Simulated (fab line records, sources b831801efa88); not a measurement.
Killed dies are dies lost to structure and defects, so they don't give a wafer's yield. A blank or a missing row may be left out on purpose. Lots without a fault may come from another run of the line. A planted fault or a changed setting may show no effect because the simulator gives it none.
Problem report in the 8D (eight disciplines) form, filled by code | flow sky130 | the parts of the form that need people (team, actions taken, sign-off) are left out
Where a reading is given only as a bound, like >300, the bound stands for it, and a mean or a difference that rests on one is marked > or <: the true number lies beyond.

1. THE PROBLEM
CONTACT_W_RS at SKY_CONTACT_RS_MEAS_25 reads a mean of 58.132 ohm/sq on 9 wafers of 3 lots; wafers without a fault read 0.336 ohm/sq with a standard deviation of 0.0041. That is +99 or more standard deviations from the usual mean.
The step: measures by four-point-probe.
First seen on wafer L682.1, day 37 00:56, on film_metro-01. The record holds 36 wafers of 12 lots with a number at this step. Rule for "out", or "out of limits": more than 4 standard deviations from the usual mean. The other wafers with a number count as sound.

2. WHAT IT IS AND WHAT IT IS NOT
question                    | is                           | is not
which readings at this step | CONTACT_W_RS                 | -
which lots                  | L682, L683, L684             | L668, L670, L674, L675, L676, L677, L679, L685, L690
which wafers of those lots  | all that have a number       | -
read on which gauges        | film_metro-01, film_metro-04 | film_metro-03
when                        | from day 37 00:56            | up to then (21 sound wafers); but 6 sound wafers of L685, L690 came after

3. SUSPECTS, AND WHAT RULES EACH OUT
Counting: a tool at a process step up to the reading stays a suspect if it ran every lot that is out and no sound lot after the first of them.
- the gauge at SKY_CONTACT_RS_MEAS_25: ruled out. The wafers that are out were read on 2 gauges (film_metro-01, film_metro-04).
- cvd_w-02 at SKY_CONTACT_CVD_24 (deposits W, target thk 340 nm, time 102.12 s): ruled out as a lasting fault. Sound lots L690 ran on it after its first lot that is out, L682 (day 37 00:49).
Left after counting: nothing in the record.

4. THE CAUSE (what the simulator had put in)
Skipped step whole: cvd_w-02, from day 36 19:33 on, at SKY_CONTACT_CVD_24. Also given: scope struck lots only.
Counting ruled it out, wrongly: the rule takes a fault to strike every lot that its tool runs from its start on, and this one did not.

5. THE CHAIN OF EFFECTS, in route order
Each row: a reading whose mean over the struck wafers that have a number lies more than 3 standard deviations from the usual. Only readings for which the record gives a usual standard deviation are gone through. hours: the time from each lot's start at the first step in this table that gives one to its start at this step, as a median over the lots. sigmas: the change in usual standard deviations.
hours | step                    | reading            | usual        | on struck wafers | change  | sigmas
0     | SKY_CONTACT_RS_MEAS_25  | CONTACT_W_RS       | 0.336 ohm/sq | 58.132           | +57.796 | +99 or more
0     | SKY_CONTACT_THK_MEAS_26 | CONTACT_W_THK      | 336 nm       | <0               | <-336   | <-75
308   | SKY_PAD_OPEN_PROBE_99   | killed_at_contacts | 25           | 426              | +401    | +69
308   | SKY_PAD_OPEN_PROBE_99   | killed_dies        | 87           | 492              | +405    | +42
308   | SKY_PAD_OPEN_PROBE_99   | killed_on_rim      | 17           | 96               | +79     | +19
The process steps in it:
- SKY_PAD_OPEN_PROBE_99
Readings that are blank on the struck wafers while sound wafers have them: chamber_pressure_Torr at SKY_CONTACT_CVD_24; heater_power_outer_w at SKY_CONTACT_CVD_24; heater_power_w at SKY_CONTACT_CVD_24.

6. WHAT WOULD HAVE CAUGHT IT SOONER
In this record the first reading out of limits at a measuring or inspecting step was taken at day 37 00:56, 5 hours after the fault began at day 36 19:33.
At SKY_CONTACT_CVD_24 the tool's readings are blank on the struck wafers, where sound wafers have them: an empty tool record is the first sign, and it was there at once.
